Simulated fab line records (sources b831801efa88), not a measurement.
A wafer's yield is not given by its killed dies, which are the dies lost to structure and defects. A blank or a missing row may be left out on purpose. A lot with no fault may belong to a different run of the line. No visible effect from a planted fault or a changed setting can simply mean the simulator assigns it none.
One fault through the eyes of 2 desks	flow gf180mcu	each desk holds nothing but its own numbers, with what lay behind them at the end

== AT THE METROLOGY DESK ==
Means of the sampled wafers that have a number, per lot and without regard to the tool the lot ran on: this is what the gauges read. The brackets show how far a lot's mean lies from the usual mean; more than 4 standard deviations puts the lot out of limits, marked OUT.
Columns: A = SALICIDE_TIN_THK at GF_SALICIDE_THK_MEAS_05, usual 19.6 nm
lot	first seen here	A
L135	day 15 03:12	20.3
L136	day 16 03:17	19.8
L137	day 16 06:53	19.5
L138	day 16 12:32	19.4
L148	day 19 15:25	19.9
L153	day 21 15:55	19.0
L154	day 22 00:02	19.9
L155	day 22 07:43	19.6
L157	day 22 19:08	19.2
L158	day 23 02:19	20.0
This desk's verdict: no lot among the 10 shows anything out of limits.

== FOR THE TOOL OWNER'S DESK: rie_si-01 ==
The tool's own readings at GF_POLY_GATE_ETCH_13 (etches poly-Si in HBr/Cl2, stops on SiO2, target depth 198.5 nm, time 69.6 s): means of the sampled wafers that have a number, for each lot that ran on this tool. The brackets show how far a lot's mean lies from the usual mean; more than 4 standard deviations puts the lot out of limits, marked OUT.
Columns: A = chamber_pressure_mTorr at GF_POLY_GATE_ETCH_13, usual 10.000 mTorr; B = drypump_motor_current_A at GF_POLY_GATE_ETCH_13, usual 5.5 A; C = oes_product_au at GF_POLY_GATE_ETCH_13, usual 0.987 a.u.; D = run_length_s at GF_POLY_GATE_ETCH_13, usual 98.0 s; E = throttle_valve_pct at GF_POLY_GATE_ETCH_13, usual 33.684 %
lot	first seen here	A	B	C	D	E
L135	day 9 06:25	9.992	5.7	0.991	98.2	33.684
L136	day 10 02:59	10.003	5.7	0.985	98.0	33.678
L143	day 11 09:46	10.001	5.5	1.003	72.4 (-78) OUT	33.693
L144	day 11 18:26	9.995	5.6	0.978	71.9 (-79) OUT	33.693
L154	day 14 18:58	10.000	5.3	0.983	97.8	33.681
L155	day 15 02:13	9.991	5.5	0.976	98.2	33.688
L157	day 15 15:34	9.995	5.6	0.974	97.8	33.679
This desk finds L143, L144 out of limits, L143 being first, at day 11 09:46 (run_length_s at GF_POLY_GATE_ETCH_13). L135, L136, L154, L155, L157: within limits.

== PUT TOGETHER ==
At day 11 09:46, on L143, L144, the tool owner's desk was in a position to raise an alarm.
At the metrology desk, nothing out of limits was observed.
The metrology desk has no number on record for L143, L144.
On rie_si-01, each named lot ran GF_POLY_GATE_ETCH_13.

== WHAT HAD BEEN PUT IN BY THE SIMULATOR ==
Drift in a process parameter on rie_si-01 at GF_POLY_GATE_ETCH_13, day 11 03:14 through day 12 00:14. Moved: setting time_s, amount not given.
Struck lots among those shown: L143, L144.
Each desk's first reading out of limits, in hours after the fault started: the tool owner's desk, 7.
